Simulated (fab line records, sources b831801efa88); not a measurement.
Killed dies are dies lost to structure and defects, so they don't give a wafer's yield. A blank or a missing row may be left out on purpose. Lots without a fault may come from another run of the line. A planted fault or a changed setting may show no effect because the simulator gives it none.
fab line records | flow sky130
record lots=6 wafers=18 last_day=50
route steps=708 shown VIA3@585 METAL4@598 PAD_OPEN@708
lots that met no fault: from a run of the same line without faults
start_h: hours from the record's first day to the start of the lot's first wafer shown | wait_h: hours since the lot's step before | " the same as in the row above | L1.1+2: a row that stands for several wafers | - no value, or no start given | * or withheld: withheld | < > ~ a bound
route shown NAME@n: a module of which the file shows steps, and the number in the route of the first | usual: mean/standard deviation of fault-free wafers | same: alike in all rows | chamber/n: place in a boat | sites: the reading at each site | _std_site: their standard deviation | _edge_site: outer sites' mean less inner sites' | radius_mm: how far each site lies from the wafer's centre | mask NAME#n: copy n | behind: the tool/chamber that last shaped the wafer | hold: why the lot was held/for how many hours/how that ended | device: the transistor (n, p or np) that didn't switch | end of line: the same wafers' tests at the end of the route | a step without rows: its recipe alone | killed: dies lost to structure and defects at the first sort, not the wafer's yield | map: a wafer's dies, x killed, . not, _ none there
set.NAME: the setting as run; set.NAME@STEP: as run at that earlier step | model.NAME: the simulator's own value behind a step, which no gauge read
lots at some steps of the route; a table a step, a row a wafer
services: from which hour (start_h, from the record's first day; less than 0 if before it) a tool's chamber was out of use, for how many hours, and why
## steps
# step SKY_VIA3_CD_MEAS_12
# recipe target_cd_nm=200
# usual cd_nm=200.3/1.5
# columns lot.wafer tool chamber start_h wait_h cd_nm
L359.2 cd_sem-02 - 943.21 - 200.3
L359.4 " - " " 199.9
L359.6 " - " " 197.8
L365.1 cd_sem-02 - 984.49 - 199.8
L365.3 " - " " 197.9
L365.4 " - " " 198.6
L366.1 cd_sem-02 - 990.02 - 203.6
L366.3 " - " " 202.6
L366.5 " - " " 203.1
L378.3 cd_sem-02 - 1064.21 - 200.9
L378.4 " - " " 200.9
L378.6 " - " " 200.5
L380.1 cd_sem-01 - 1072.84 - 199.3
L380.2 " - " " 197.9
L380.5 " - " " 200.0
L381.2 cd_sem-02 - 1078.04 - 199.5
L381.4 " - " " 199.3
L381.6 " - " " 199.5
# step SKY_VIA3_OVL_MEAS_13
# usual VIA3_OVL=-1/5.2
# columns lot.wafer tool chamber start_h wait_h VIA3_OVL[nm]
L359.2 overlay-01 - 943.32 0.1 -8
L359.4 " - " " -7
L359.6 " - " " -5
L365.1 overlay-01 - 984.61 0.1 2
L365.3 " - " " 6
L365.4 " - " " 7
L366.1 overlay-02 - 990.14 0.1 -5
L366.3 " - " " -4
L366.5 " - " " -1
L378.3 overlay-02 - 1064.31 0.1 0
L378.4 " - " " -4
L378.6 " - " " -1
L380.1 overlay-01 - 1072.96 0.1 -1
L380.2 " - " " -5
L380.5 " - " " 1
L381.2 overlay-02 - 1078.15 0.1 1
L381.4 " - " " -3
L381.6 " - " " -4
# step SKY_VIA3_ETCH_14
# recipe chemistry=N2/H2 target=BARC ion_energy_ev=200 source_w=500 bias_w=100 pressure_mtorr=30 n2_flow_sccm=100 h2_flow_sccm=200 stop_on=SiO2 time_s=45.9 target_depth_a=600
# step SKY_VIA3_ETCH_15
# recipe target=SiO2 chemistry=C4F8/O2/Ar target_depth_nm=507 stop_on=TiN mask_material=KrF-thick source_w=1500 bias_w=1200 pressure_mtorr=40 c4f8_flow_sccm=withheld O2_flow_sccm=6 Ar_flow_sccm=300 time_s=78
# usual oes_product_au=0.946/0.0041
# columns lot.wafer tool chamber start_h wait_h oes_product_au rf_hours_counter_h
L359.2 rie_diel-01 0 943.39 0.0 0.951 18
L359.4 " 3 " " 0.952 -
L359.6 " 0 " " 0.939 -
L365.1 rie_diel-01 1 984.69 0.0 0.942 1
L365.3 " 2 " " 0.952 9
L365.4 " 0 " " 0.954 19
L366.1 rie_diel-04 0 990.22 0.0 0.947 19
L366.3 " 3 " " 0.949 6
L366.5 " 1 " " 0.943 -
L378.3 rie_diel-04 0 1064.37 0.0 0.951 22
L378.4 " 2 " " 0.948 -
L378.6 " 3 " " 0.952 -
L380.1 rie_diel-04 2 1073.04 0.0 0.945 17
L380.2 " 0 " " 0.949 22
L380.5 " 0 " " 0.948 -
L381.2 rie_diel-02 2 1078.22 0.0 0.942 22
L381.4 " 3 " " 0.943 6
L381.6 " 1 " " 0.950 -
# step SKY_VIA3_STRIP_16
# recipe chemistry=O2/N2 power_w=1400 pressure_mtorr=1500 platen_temp_c=withheld o2_flow_sccm=3000 n2_flow_sccm=300 overash_fraction=0.5
# usual drypump_motor_current_A=5.8/0.31 oes_product_au=0.402/0.0049 strip_time_to_endpoint_s=4.125/0.024
# columns lot.wafer tool chamber start_h wait_h drypump_motor_current_A oes_product_au rf_hours_counter_h strip_time_to_endpoint_s
L359.2 plasma_asher-01 0 943.45 0.0 5.5 0.405 52 4.110
L359.4 " 0 " " 5.4 0.402 - 4.084
L359.6 " 1 " " 6.0 0.402 - 4.108
L365.1 plasma_asher-01 0 984.75 0.0 5.4 0.405 56 4.121
L365.3 " 1 " " 6.0 0.405 - 4.078
L365.4 " 0 " " 5.4 0.405 - 4.121
L366.1 plasma_asher-01 1 990.28 0.0 6.0 0.404 57 4.136
L366.3 " 1 " " 6.0 0.402 - 4.128
L366.5 " 1 " " 6.0 0.416 - 4.156
L378.3 plasma_asher-01 0 1064.47 0.1 5.4 0.397 - 4.167
L378.4 " 1 " " 6.0 0.403 - 4.148
L378.6 " 1 " " 6.0 0.408 - 4.114
L380.1 plasma_asher-03 0 1073.10 0.0 6.0 0.400 1 4.168
L380.2 " 1 " " 6.2 0.404 1 4.149
L380.5 " 1 " " 6.2 0.401 - 4.158
L381.2 plasma_asher-03 1 1078.28 0.0 6.2 0.404 1 4.118
L381.4 " 0 " " 5.9 0.405 - 4.115
L381.6 " 0 " " 6.0 0.405 - 4.108
# step SKY_VIA3_STRIP_17
# recipe chemistry=post_etch_residue_remover time_s=1200 temp_c=72.5
# step SKY_VIA3_CLEAN_18
# recipe chemistry=IPA time_s=180 temp_c=25
# step SKY_VIA3_CLEAN_19
# recipe chemistry=O3/DIW dry=n2_spin
# step SKY_VIA3_SPUTTER_20
# recipe material=TiN target_thk_nm=20 chamber_pressure_pa=5 power_w=4000 time_s=80
# usual throttle_valve_pct=29.7/0.64
# columns lot.wafer tool chamber start_h wait_h throttle_valve_pct
L359.2 pvd_sputter-01 - 944.05 0.0 30.0
L359.4 " - " " 30.3
L359.6 " - " " 28.8
L365.1 pvd_sputter-03 - 985.37 0.0 28.6
L365.3 " - " " 30.4
L365.4 " - " " 30.0
L366.1 pvd_sputter-01 - 990.89 0.0 29.0
L366.3 " - " " 29.7
L366.5 " - " " 29.9
L378.3 pvd_sputter-02 - 1065.02 0.0 30.1
L378.4 " - " " 30.9
L378.6 " - " " 29.4
L380.1 pvd_sputter-02 - 1073.72 0.0 30.1
L380.2 " - " " 30.9
L380.5 " - " " 30.5
L381.2 pvd_sputter-01 - 1078.91 0.0 29.7
L381.4 " - " " 30.3
L381.6 " - " " 29.0
# step SKY_VIA3_CVD_21
# recipe material=W target_thk_nm=390 time_s=117.31 temp_c=400 pressure_torr=40
# usual heater_power_w=846/90
# columns lot.wafer tool chamber start_h wait_h heater_power_w
L359.2 cvd_w-01 0 944.11 0.0 790
L359.4 " 1 " " 860
L359.6 " 0 " " 748
L365.1 cvd_w-02 1 985.43 0.0 987
L365.3 " 0 " " 768
L365.4 " 1 " " 985
L366.1 cvd_w-02 0 990.95 0.0 748
L366.3 " 0 " " 771
L366.5 " 1 " " 970
L378.3 cvd_w-02 1 1065.13 0.1 963
L378.4 " 0 " " 761
L378.6 " 1 " " 997
L380.1 cvd_w-01 1 1073.78 0.0 859
L380.2 " 0 " " 778
L380.5 " 0 " " 779
L381.2 cvd_w-02 0 1078.98 0.0 767
L381.4 " 1 " " 994
L381.6 " 0 " " 776
# step SKY_VIA3_RS_MEAS_22
# recipe thk_meas_gauge=four-point-probe reads=W_of_VIA3_CVD_21+TiN_of_VIA3_SPUTTER_20
# usual VIA3_W_RS=0.295/0.0049
# columns lot.wafer tool chamber start_h wait_h VIA3_W_RS[ohm/sq]
L359.2 film_metro-01 - 944.25 0.1 0.292
L359.4 " - " " 0.296
L359.6 " - " " 0.288
L365.1 film_metro-04 - 985.56 0.1 0.296
L365.3 " - " " 0.297
L365.4 " - " " 0.297
L366.1 film_metro-01 - 991.07 0.1 0.299
L366.3 " - " " 0.300
L366.5 " - " " 0.298
L378.3 film_metro-03 - 1065.25 0.1 0.301
L378.4 " - " " 0.298
L378.6 " - " " 0.299
L380.1 film_metro-03 - 1073.91 0.1 0.293
L380.2 " - " " 0.289
L380.5 " - " " 0.287
L381.2 film_metro-01 - 1079.12 0.1 0.291
L381.4 " - " " 0.297
L381.6 " - " " 0.293
# step SKY_VIA3_THK_MEAS_23
# recipe thk_meas_gauge=xrf reads=W_of_VIA3_CVD_21
# usual VIA3_W_THK=379/7.1
# columns lot.wafer tool chamber start_h wait_h VIA3_W_THK[nm]
L359.2 film_metro-01 - 944.36 0.1 379
L359.4 " - " " 376
L359.6 " - " " 386
L365.1 film_metro-04 - 985.68 0.1 380
L365.3 " - " " 378
L365.4 " - " " 379
L366.1 film_metro-01 - 991.19 0.1 375
L366.3 " - " " 374
L366.5 " - " " 376
L378.3 film_metro-03 - 1065.35 0.1 365
L378.4 " - " " 367
L378.6 " - " " 367
L380.1 film_metro-03 - 1074.03 0.1 377
L380.2 " - " " 384
L380.5 " - " " 386
L381.2 film_metro-01 - 1079.23 0.1 384
L381.4 " - " " 378
L381.6 " - " " 381
# step SKY_VIA3_CMP_24
# recipe stop_on=SiO2 t_overpolish_s=20 down_force_psi=3.5 platen_rpm=60 target_thk_nm=0 pad_velocity_m_s=0.94248
# usual motor_current_A=10.2/0.65 overpolish_run_s=20.000/0.009 platen_rpm=60.00/0.032 retaining_ring_pressure_frac=0.999/0.0051 t_overpolish_s=20/0 time_to_endpoint_s=94/4
# columns lot.wafer tool chamber start_h wait_h motor_current_A overpolish_run_s platen_rpm retaining_ring_pressure_frac t_overpolish_s time_to_endpoint_s
L359.2 cmp-02 2 944.46 0.1 9.9 19.982 59.99 0.999 20 99
L359.4 " 3 " " 9.2 20.006 59.98 0.991 20 99
L359.6 " 1 " " 10.4 20.003 59.99 0.994 20 93
L365.1 cmp-02 0 985.97 0.3 10.0 19.986 59.97 1.003 20 90
L365.4 " 2 " " 9.4 22.559 60.02 1.002 22.573 91
L365.3 " 3 " " 9.3 19.986 60.04 1.006 20 91
L366.1 cmp-02 2 991.25 0.1 9.6 22.568 59.97 0.998 22.573 93
L366.3 " 1 " " 10.8 20.022 60.06 1.000 20 87
L366.5 " 2 " " 9.8 22.561 59.97 0.995 22.573 92
L378.3 cmp-01 2 1065.44 0.1 10.0 20.007 60.04 1.000 20 88
L378.4 " 3 " " 11.1 20.005 60.00 1.001 20 91
L378.6 " 2 " " 10.4 19.991 60.07 1.004 20 91
L380.1 cmp-02 3 1074.19 0.1 9.3 19.996 59.96 1.001 20 91
L380.2 " 0 " " 10.1 20.006 59.98 1.001 20 97
L380.5 " 1 " " 10.5 20.009 60.04 1.007 20 92
L381.2 cmp-02 2 1079.33 0.1 10.1 19.989 60.00 0.999 20 95
L381.4 " 3 " " 9.4 20.012 60.00 0.997 20 95
L381.6 " 2 " " 9.8 19.996 60.03 0.995 20 97
# step SKY_METAL4_SPUTTER_00
# recipe material=Ti target_thk_nm=15 power_w=3000 time_s=10 chamber_pressure_pa=0.4
# usual throttle_valve_pct=29.5/0.85
# columns lot.wafer tool chamber start_h wait_h throttle_valve_pct
L359.2 pvd_sputter-03 - 944.71 0.2 30.2
L359.4 " - " " 29.8
L359.6 " - " " 28.8
L365.1 pvd_sputter-04 - 986.27 0.2 30.3
L365.3 " - " " 28.9
L365.4 " - " " 28.0
L366.1 pvd_sputter-03 - 991.55 0.2 29.6
L366.3 " - " " 30.6
L366.5 " - " " 29.8
L378.3 pvd_sputter-04 - 1065.69 0.2 29.2
L378.4 " - " " 30.2
L378.6 " - " " 29.9
L380.1 pvd_sputter-04 - 1074.39 0.1 30.2
L380.2 " - " " 30.5
L380.5 " - " " 28.0
L381.2 pvd_sputter-01 - 1079.58 0.2 29.9
L381.4 " - " " 29.8
L381.6 " - " " 28.9
# step SKY_PAD_OPEN_PROBE_99
# usual defect_limited_yield=82.3/2 killed_at_M0_to_M3=44/7 killed_at_M4_up=3.1/1.8 killed_at_contacts=25/5.1 killed_at_front_end=15/4.3 killed_at_other=0.3/0.61 killed_dies=87/9.8 killed_open=48/7 killed_short=38/6.3 sort_bin_3_pad_short=0.9/0.39 sort_bin_5_function=10.3/1.5 sort_bin_6_memory=6.5/1.2 sort_n_pass=405/9.8 sort_yield_pct=82.3/2
# same gross_dies=492 killed_at_back_side=0 sort_bin_4_leakage[%]=0 sort_bin_8_speed[%]=0
# columns lot.wafer tool chamber start_h wait_h defect_limited_yield[%] killed_at_M0_to_M3 killed_at_M4_up killed_at_contacts killed_at_front_end killed_at_other killed_dies killed_open killed_short sort_bin_3_pad_short[%] sort_bin_5_function[%] sort_bin_6_memory[%] sort_n_pass sort_yield_pct[%]
L359.2 prober-01 - 1090.05 0.1 81.7 46 2 26 16 0 90 55 35 0.8 12.0 5.5 402 81.7
L359.4 prober-01 - 1090.15 0.2 83.3 38 3 24 16 1 82 46 36 1.4 9.3 5.9 410 83.3
L359.6 prober-01 - 1090.25 0.2 80.5 45 2 24 25 0 96 44 52 1.0 11.2 7.3 396 80.5
L365.1 prober-01 - 1122.29 0.1 83.5 43 5 21 12 0 81 41 40 0.6 11.2 4.7 411 83.5
L365.3 prober-01 - 1122.39 0.2 82.7 39 1 30 15 0 85 44 40 2.0 9.8 5.5 407 82.7
L365.4 prober-01 - 1122.44 0.2 80.9 49 3 20 22 0 94 44 50 1.0 10.4 7.7 398 80.9
L366.1 prober-02 - 1127.74 0.1 82.3 33 2 35 17 0 87 51 36 0.6 8.9 8.1 405 82.3
L366.3 prober-02 - 1127.84 0.2 85.6 37 3 20 11 0 71 40 31 1.2 7.9 5.3 421 85.6
L366.5 prober-02 - 1127.94 0.2 81.3 54 5 19 14 0 92 46 46 1.4 11.2 6.1 400 81.3
L378.3 prober-02 - 1186.10 0.2 81.5 45 4 27 14 1 91 61 30 0.8 11.2 6.5 401 81.5
L378.4 prober-02 - 1186.15 0.2 83.5 41 3 24 13 0 81 42 39 0.8 9.8 5.9 411 83.5
L378.6 prober-02 - 1186.25 0.2 84.6 39 1 22 14 0 76 39 37 0.4 10.0 5.1 416 84.6
L380.1 prober-02 - 1193.69 0.1 81.9 45 1 33 9 1 89 49 40 0.6 11.0 6.5 403 81.9
L380.2 prober-02 - 1193.74 0.1 83.3 38 1 27 15 1 82 55 26 0.8 10.2 5.7 410 83.3
L380.5 prober-02 - 1193.89 0.2 83.7 44 1 25 9 1 80 51 29 0.2 11.8 4.3 412 83.7
L381.2 prober-01 - 1196.09 0.1 85.8 39 2 20 9 0 70 38 32 1.2 7.7 5.3 422 85.8
L381.4 prober-01 - 1196.19 0.2 81.7 48 1 25 15 1 90 50 40 1.0 9.8 7.5 402 81.7
L381.6 prober-01 - 1196.29 0.2 81.1 42 3 31 17 0 93 54 38 1.4 11.8 5.7 399 81.1
# killed by level:class
L359.2 CONTACT:geometric_particle:open=11 LI_CONTACT:geometric_particle:open=10 VIA1:geometric_particle:open=10 FIELD_ISO:geometric_particle:open=5 METAL1:geometric_particle:short=5 VIA2:geometric_particle:short=5 METAL1:geometric_particle:open=4 VIA1:geometric_particle:short=4
L359.4 METAL1:geometric_particle:short=10 CONTACT:geometric_particle:open=10 LI_CONTACT:geometric_particle:open=6 VIA1:geometric_particle:open=5 FIELD_ISO:geometric_particle:open=4 VIA2:geometric_particle:open=4 VIA3:geometric_particle:open=4 POLY_GATE:geometric_particle:short=3
L359.6 VIA1:geometric_particle:open=9 FIELD_ISO:geometric_particle:short=8 METAL2:geometric_particle:short=8 FIELD_ISO:geometric_particle:open=7 CONTACT:geometric_particle:open=6 CONTACT:geometric_particle:short=6 METAL1:geometric_particle:short=6 VIA2:geometric_particle:open=6
L365.1 CONTACT:geometric_particle:open=9 VIA1:geometric_particle:short=7 VIA2:geometric_particle:open=7 LI_CONTACT:geometric_particle:open=6 METAL1:geometric_particle:short=5 METAL3:geometric_particle:short=5 VIA3:geometric_particle:open=5 VIA1:geometric_particle:open=4
L365.3 CONTACT:geometric_particle:open=10 LI_CONTACT:geometric_particle:open=8 VIA1:geometric_particle:open=8 FIELD_ISO:geometric_particle:short=7 LOCAL_INTERCONNECT:geometric_particle:short=7 VIA2:geometric_particle:open=7 VIA3:geometric_particle:open=6 METAL1:geometric_particle:short=5
L365.4 VIA3:geometric_particle:open=11 METAL2:geometric_particle:short=9 VIA2:geometric_particle:open=7 POLY_GATE:geometric_particle:short=6 POLY_GATE:geometric_particle:open=6 CONTACT:geometric_particle:open=6 LOCAL_INTERCONNECT:geometric_particle:short=5 CONTACT:geometric_particle:short=5
L366.1 CONTACT:geometric_particle:open=12 VIA1:geometric_particle:open=8 LOCAL_INTERCONNECT:geometric_particle:short=7 CONTACT:geometric_particle:short=7 LI_CONTACT:geometric_particle:open=6 POLY_GATE:geometric_particle:short=5 VIA2:geometric_particle:open=5 VIA3:geometric_particle:open=5
L366.3 VIA1:geometric_particle:open=11 CONTACT:geometric_particle:open=6 LI_CONTACT:geometric_particle:open=6 VIA1:geometric_particle:short=5 VIA3:geometric_particle:open=5 METAL1:geometric_particle:short=4 FIELD_ISO:geometric_particle:short=3 LOCAL_INTERCONNECT:geometric_particle:short=3
L366.5 VIA1:geometric_particle:open=11 VIA3:geometric_particle:open=10 METAL2:geometric_particle:short=8 CONTACT:geometric_particle:open=7 METAL1:geometric_particle:short=7 VIA2:geometric_particle:open=6 FIELD_ISO:geometric_particle:short=5 LI_CONTACT:geometric_particle:open=5
L378.3 CONTACT:geometric_particle:open=10 VIA2:geometric_particle:open=10 VIA3:geometric_particle:open=9 LI_CONTACT:geometric_particle:open=8 VIA1:geometric_particle:open=7 METAL2:geometric_particle:short=6 POLY_GATE:geometric_particle:open=4 LOCAL_INTERCONNECT:geometric_particle:short=4
L378.4 CONTACT:geometric_particle:open=12 VIA1:geometric_particle:open=10 METAL2:geometric_particle:short=9 METAL1:geometric_particle:short=6 CONTACT:geometric_particle:short=5 FIELD_ISO:geometric_particle:short=4 POLY_GATE:geometric_particle:open=4 LI_CONTACT:geometric_particle:open=4
L378.6 VIA1:geometric_particle:open=8 CONTACT:geometric_particle:open=7 METAL2:geometric_particle:short=7 POLY_GATE:geometric_particle:short=6 LI_CONTACT:geometric_particle:open=6 VIA3:geometric_particle:open=6 METAL1:geometric_particle:short=5 CONTACT:geometric_particle:short=5
L380.1 VIA1:geometric_particle:open=11 CONTACT:geometric_particle:open=10 LI_CONTACT:geometric_particle:open=8 VIA3:geometric_particle:open=7 LOCAL_INTERCONNECT:geometric_particle:short=6 CONTACT:geometric_particle:short=6 METAL3:geometric_particle:short=5 METAL1:geometric_particle:short=3
L380.2 CONTACT:geometric_particle:open=18 VIA1:geometric_particle:open=8 VIA3:geometric_particle:open=7 FIELD_ISO:geometric_particle:open=6 LI_CONTACT:geometric_particle:open=6 METAL2:geometric_particle:short=5 METAL3:geometric_particle:short=4 METAL1:geometric_particle:short=4
L380.5 VIA1:geometric_particle:open=17 CONTACT:geometric_particle:open=10 LI_CONTACT:geometric_particle:open=6 METAL1:geometric_particle:short=6 VIA2:geometric_particle:open=5 METAL2:geometric_particle:short=5 LOCAL_INTERCONNECT:geometric_particle:open=4 VIA1:geometric_particle:short=4
L381.2 VIA1:geometric_particle:open=8 CONTACT:geometric_particle:open=7 METAL2:geometric_particle:short=7 LI_CONTACT:geometric_particle:open=5 METAL1:geometric_particle:short=5 LOCAL_INTERCONNECT:geometric_particle:short=5 VIA2:geometric_particle:open=5 VIA3:geometric_particle:open=4
L381.4 CONTACT:geometric_particle:open=10 VIA1:geometric_particle:open=10 VIA3:geometric_particle:open=10 LI_CONTACT:geometric_particle:open=7 POLY_GATE:geometric_particle:open=5 POLY_GATE:geometric_particle:short=5 VIA1:geometric_particle:short=4 METAL2:geometric_particle:short=4
L381.6 CONTACT:geometric_particle:open=17 VIA1:geometric_particle:open=8 POLY_GATE:geometric_particle:open=6 METAL1:geometric_particle:short=6 VIA3:geometric_particle:open=5 METAL2:geometric_particle:short=5 METAL3:geometric_particle:short=5 FIELD_ISO:geometric_particle:open=4
## services
# columns tool chamber start_h hours kind
rie_diel-01 1 933.60 - clean
rie_diel-01 1 933.60 21.8 scheduled_down
rie_diel-01 1 933.60 21.8 vent_cycle
pvd_sputter-02 - 942.36 10.4 repair
cvd_w-02 - 953.39 1.9 repair
pvd_sputter-04 - 957.31 26.4 repair
rie_diel-01 1 971.73 6.4 repair
rie_diel-01 0 999.77 8.9 repair
cmp-02 - 1004.17 2.8 repair
plasma_asher-01 - 1006.28 4.5 repair
pvd_sputter-03 - 1023.47 59.0 repair
pvd_sputter-04 - 1033.29 4.7 repair
cmp-01 - 1033.35 2.7 repair
cmp-01 - 1035.60 2.1 repair
cmp-02 - 1038.21 4.4 pm
rie_diel-04 1 1046.99 - clean
rie_diel-04 1 1046.99 20.1 scheduled_down
rie_diel-04 1 1046.99 20.1 vent_cycle
rie_diel-04 2 1052.98 7.2 repair
plasma_asher-03 - 1055.27 9.0 pm
plasma_asher-03 0 1055.27 9.0 vent_cycle
plasma_asher-03 1 1055.27 9.0 vent_cycle
cmp-02 - 1062.61 0.8 repair
plasma_asher-03 - 1071.02 1.8 repair
## key
first_sign step=SKY_VIA3_CMP_24 reading=t_overpolish_s direction=up sigmas=99+ usual=20 struck=22.573
effect step=SKY_VIA3_CMP_24 reading=overpolish_run_s direction=up sigmas=99+ usual=20.000 struck=22.562
met_at SKY_VIA3_CMP_24
struck_wafers L365.4,L366.1,L366.5
onset_between 944.46 985.97
fault kind=process_parameter_drift tool=cmp-02 chamber=2 onset_h=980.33 steps=SKY_VIA3_CMP_24 channel=t_overpolish_s offset=2.5727 shape=step end_h=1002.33 acts_in=these_recipes_only stated=20
